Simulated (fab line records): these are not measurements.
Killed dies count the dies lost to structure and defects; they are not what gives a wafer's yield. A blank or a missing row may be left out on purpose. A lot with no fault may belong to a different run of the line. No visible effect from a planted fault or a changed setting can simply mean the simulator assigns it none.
Which tool did it? + flow gf180mcu + Sampling: 11 lots, 33 wafers, 6 of 602 route steps

== WHAT THE GAUGES SHOWED, per wafer ==
GF_STI_THK_MEAS_04. Usual: for STI_CVD_03_THK the level is 207.5 nm and the standard deviation is 1.6.
| lot  | measured    | on            | STI_CVD_03_THK (nm) | flag |
|------|-------------|---------------|---------------------|------|
| L461 | day 1 22:31 | film metro-03 | 206.2 206.5 207.5   |      |
| L464 | day 2 13:43 | film metro-01 | 207.8 208.9 208.1   |      |
| L466 | day 2 20:21 | film metro-01 | 210.3 208.3 208.1   |      |
| L467 | day 3 06:00 | film metro-04 | 210.3 209.0 210.3   |      |
| L469 | day 3 14:35 | film metro-03 | 206.6 206.6 208.0   |      |
| L470 | day 3 20:03 | film metro-03 | 206.8 206.3 207.1   |      |
| L473 | day 4 08:23 | film metro-01 | 207.7 205.8 206.0   |      |
| L475 | day 4 16:35 | film metro-03 | 204.7 204.4 204.9   |      |
| L477 | day 5 02:37 | film metro-01 | 209.3 209.0 207.2   |      |
| L478 | day 5 07:34 | film metro-03 | 207.4 208.9 206.8   |      |
| L480 | day 5 17:54 | film metro-03 | 194.1 194.4 193.3   | OFF  |

GF_CONTACT_OVL_MEAS_15. Usual: for CONTACT_OVL the level is -2 nm and the standard deviation is 4.8.
| lot  | measured     | on         | CONTACT_OVL (nm) | flag |
|------|--------------|------------|------------------|------|
| L461 | day 17 05:10 | overlay-02 | -1 -3 -8         |      |
| L464 | day 17 18:15 | overlay-02 | -2 -3 2          |      |
| L466 | day 18 06:55 | overlay-01 | 1 2 -2           |      |
| L467 | day 19 11:42 | overlay-02 | 2 2 5            |      |
| L469 | day 19 11:01 | overlay-01 | -3 -3 -2         |      |
| L470 | day 19 20:37 | overlay-02 | -3 3 1           |      |
| L473 | day 20 23:16 | overlay-01 | -12 -5 -10       |      |
| L475 | day 21 11:07 | overlay-02 | -4 -2 -6         |      |
| L477 | day 22 06:37 | overlay-02 | -12 -1 -7        |      |
| L478 | day 22 15:22 | overlay-02 | 2 -5 -10         |      |
| L480 | day 23 06:37 | overlay-02 | 5 -1 1           |      |

== TOOL THAT RAN EACH LOT (tool first, then ch and the chambers of the sampled wafers, then the start) ==
| lot  | GF_STI_CVD_03              | GF_STI_ETCH_13                    | GF_VT_IMPLANT_STRIP_31               | GF_SAB_STRIP_13                      |
|------|----------------------------|-----------------------------------|--------------------------------------|--------------------------------------|
| L461 | lpcvd-02 ch 0, day 1 20:30 | rie diel-04 ch 2,3, day 2 09:04   | plasma asher-03 ch 0,1, day 7 17:47  | plasma asher-01 ch 0, day 16 05:41   |
| L464 | lpcvd-01 ch 1, day 2 11:44 | rie diel-02 ch 0,1,3, day 3 00:46 | plasma asher-01 ch 0,1, day 8 06:05  | plasma asher-04 ch 0,1, day 16 17:33 |
| L466 | lpcvd-01 ch 0, day 2 18:22 | rie diel-04 ch 0,1,3, day 3 07:13 | plasma asher-01 ch 0,1, day 8 17:47  | plasma asher-04 ch 0,1, day 17 06:33 |
| L467 | lpcvd-01 ch 0, day 3 04:01 | rie diel-04 ch 0,3, day 3 17:40   | plasma asher-02 ch 0,1, day 9 06:52  | plasma asher-01 ch 0,1, day 18 09:43 |
| L469 | lpcvd-01 ch 1, day 3 12:36 | rie diel-02 ch 0,1,2, day 4 02:16 | plasma asher-03 ch 0,1, day 9 08:05  | plasma asher-01 ch 0,1, day 18 09:18 |
| L470 | lpcvd-02 ch 0, day 3 18:04 | rie diel-01 ch 2,3, day 4 07:58   | plasma asher-03 ch 0,1, day 9 15:22  | plasma asher-04 ch 0,1, day 18 18:47 |
| L473 | lpcvd-02 ch 1, day 4 06:23 | rie diel-01 ch 1,3, day 4 21:58   | plasma asher-03 ch 0,1, day 10 09:53 | plasma asher-03 ch 0,1, day 19 20:48 |
| L475 | lpcvd-01 ch 1, day 4 14:34 | rie diel-04 ch 1,2,3, day 5 06:43 | plasma asher-01 ch 0,1, day 10 21:31 | plasma asher-04 ch 0,1, day 20 09:09 |
| L477 | lpcvd-01 ch 0, day 5 00:36 | rie diel-02 ch 0,1,3, day 5 16:19 | plasma asher-01 ch 0,1, day 11 08:46 | plasma asher-03 ch 0,1, day 21 06:03 |
| L478 | lpcvd-02 ch 0, day 5 05:34 | rie diel-02 ch 0,1, day 5 21:52   | plasma asher-02 ch 1, day 11 13:56   | plasma asher-01 ch 0, day 21 12:48   |
| L480 | lpcvd-01 ch 1, day 5 15:55 | rie diel-01 ch 0,1,3, day 6 08:43 | plasma asher-01 ch 0,1, day 12 04:38 | plasma asher-01 ch 0,1, day 22 05:59 |
- GF_STI_CVD_03: deposits Si3N4 from DCS/NH3, target thk 207.16 nm, time 3551 s.
- GF_STI_ETCH_13: etches the open film in CHF3/O2, stops on Si, target depth 282.31 nm, time 112.9 s.
- GF_VT_IMPLANT_STRIP_31: strips in O2/N2.
- GF_SAB_STRIP_13: strips in O2/N2.

== WHAT THE TOOLS THEMSELVES READ (means of the sampled wafers that have a number; where no wafer has one, the mark that the record gives instead) ==
GF_STI_CVD_03. Usual: pressure mtorr 249.8 mTorr, standard deviation 0.43.
| lot  | tool     | pressure mtorr (mTorr) | flag |
|------|----------|------------------------|------|
| L461 | lpcvd-02 | 249.7                  |      |
| L464 | lpcvd-01 | 249.6                  |      |
| L466 | lpcvd-01 | 249.6                  |      |
| L467 | lpcvd-01 | 250.1                  |      |
| L469 | lpcvd-01 | 250.4                  |      |
| L470 | lpcvd-02 | 249.9                  |      |
| L473 | lpcvd-02 | 249.6                  |      |
| L475 | lpcvd-01 | 249.4                  |      |
| L477 | lpcvd-01 | 249.8                  |      |
| L478 | lpcvd-02 | 249.9                  |      |
| L480 | lpcvd-01 | 199.6                  | OFF  |

GF_STI_ETCH_13. Usual: drypump motor current A 5.5 A, standard deviation 0.38; oes product au 0.823 a.u., standard deviation 0.0054; throttle valve pct 8.807 %, standard deviation 0.0091.
| lot  | tool        | drypump motor current A (A) | oes product au (a.u.) | throttle valve pct (%) | flag |
|------|-------------|-----------------------------|-----------------------|------------------------|------|
| L461 | rie diel-04 | 5.4                         | 0.817                 | 8.803                  |      |
| L464 | rie diel-02 | 5.6                         | 0.826                 | 8.800                  |      |
| L466 | rie diel-04 | 5.5                         | 0.822                 | 8.819                  |      |
| L467 | rie diel-04 | 5.7                         | 0.832                 | 8.813                  |      |
| L469 | rie diel-02 | 5.5                         | 0.824                 | 8.799                  |      |
| L470 | rie diel-01 | 5.9                         | 0.825                 | 8.813                  |      |
| L473 | rie diel-01 | 5.7                         | 0.820                 | 8.814                  |      |
| L475 | rie diel-04 | 5.4                         | 0.818                 | 8.809                  |      |
| L477 | rie diel-02 | 5.5                         | 0.823                 | 8.815                  |      |
| L478 | rie diel-02 | 5.8                         | 0.825                 | 8.808                  |      |
| L480 | rie diel-01 | 5.6                         | 0.795                 | 8.807                  | OFF  |

GF_VT_IMPLANT_STRIP_31. Usual: drypump motor current A 5.9 A, standard deviation 0.44; heater power w 304 W, standard deviation 12; oes product au 0.715 a.u., standard deviation 0.0045; strip time to endpoint s 12.64 s, standard deviation 0.039.
| lot  | tool            | drypump motor current A (A) | heater power w (W) | oes product au (a.u.) | strip time to endpoint s (s) | flag |
|------|-----------------|-----------------------------|--------------------|-----------------------|------------------------------|------|
| L461 | plasma asher-03 | 6.3                         | 294                | 0.713                 | 12.65                        |      |
| L464 | plasma asher-01 | 5.5                         | 310                | 0.719                 | 12.62                        |      |
| L466 | plasma asher-01 | 5.6                         | 307                | 0.716                 | 12.72                        |      |
| L467 | plasma asher-02 | 5.4                         | 324                | 0.715                 | 12.66                        |      |
| L469 | plasma asher-03 | 6.3                         | 294                | 0.714                 | 12.57                        |      |
| L470 | plasma asher-03 | 6.3                         | 294                | 0.711                 | 12.64                        |      |
| L473 | plasma asher-03 | 6.3                         | 295                | 0.720                 | 12.62                        |      |
| L475 | plasma asher-01 | 5.6                         | 308                | 0.715                 | 12.62                        |      |
| L477 | plasma asher-01 | 5.6                         | 307                | 0.716                 | 12.63                        |      |
| L478 | plasma asher-02 | 5.3                         | 332                | 0.717                 | 12.62                        |      |
| L480 | plasma asher-01 | 5.5                         | 308                | 0.722                 | 12.65                        |      |

GF_SAB_STRIP_13. Usual: drypump motor current A 5.8 A, standard deviation 0.39; heater power w 327 W, standard deviation 41; oes product au 0.710 a.u., standard deviation 0.0047; strip time to endpoint s 12.61 s, standard deviation 0.039.
| lot  | tool            | drypump motor current A (A) | heater power w (W) | oes product au (a.u.) | strip time to endpoint s (s) | flag |
|------|-----------------|-----------------------------|--------------------|-----------------------|------------------------------|------|
| L461 | plasma asher-01 | 5.4                         | 311                | 0.707                 | 12.61                        |      |
| L464 | plasma asher-04 | 6.0                         | 341                | 0.706                 | 12.65                        |      |
| L466 | plasma asher-04 | 5.7                         | 370                | 0.712                 | 12.66                        |      |
| L467 | plasma asher-01 | 5.6                         | 304                | 0.708                 | 12.61                        |      |
| L469 | plasma asher-01 | 5.5                         | 310                | 0.708                 | 12.57                        |      |
| L470 | plasma asher-04 | 6.0                         | 335                | 0.703                 | 12.59                        |      |
| L473 | plasma asher-03 | 6.4                         | 299                | 0.711                 | 12.60                        |      |
| L475 | plasma asher-04 | 5.8                         | 371                | 0.714                 | 12.64                        |      |
| L477 | plasma asher-03 | 6.4                         | 297                | 0.707                 | 12.61                        |      |
| L478 | plasma asher-01 | 5.4                         | 314                | 0.712                 | 12.58                        |      |
| L480 | plasma asher-01 | 5.6                         | 304                | 0.714                 | 12.64                        |      |

== THE ANSWER, worked out from the rows above alone ==
Rule: lot off if the mean of its wafers having a number is beyond 3 standard deviations from the usual mean. Also off: a lot with no number at a reading for which 4 or more lots have one. The other lots that the step has rows for count as sound. After the gauges, taken in route order, come the tools' own readings; for these a lot's mean is taken, as printed above. The first step at which some lot is off is used, and at that step the reading that is off furthest; a lot without a number counts as furthest.
Off: L480, at GF_STI_THK_MEAS_04 (STI_CVD_03_THK).
If a tool, at a process step before that reading, ran all the lots that are off and no sound lot after the first of them, it fits. The gauges at GF_STI_THK_MEAS_04 aren't tried: what is off there is off at GF_STI_CVD_03 too, on other tools, and a gauge's error can't cause that. One candidate fits, namely lpcvd-01 at GF_STI_CVD_03. A fault onset in the window from L477 (day 5 00:36, its last sound lot) to L480 (day 5 15:55, its first lot off) fits.
On the lots that are off, the tool's own readings at GF_STI_CVD_03 differ by more than 5 times the standard deviation of the sound lots' means, which bears it out; pressure mtorr reads 199.6 mTorr there versus 249.8 mTorr on the sound lots.

== WHAT THE SIMULATOR HAD INSERTED ==
lpcvd-01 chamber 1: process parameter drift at GF_STI_CVD_03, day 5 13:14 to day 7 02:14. Setting pressure mtorr shifted by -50 from 250. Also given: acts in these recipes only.
Struck lots among those shown: L480. Same finding as the rule above.
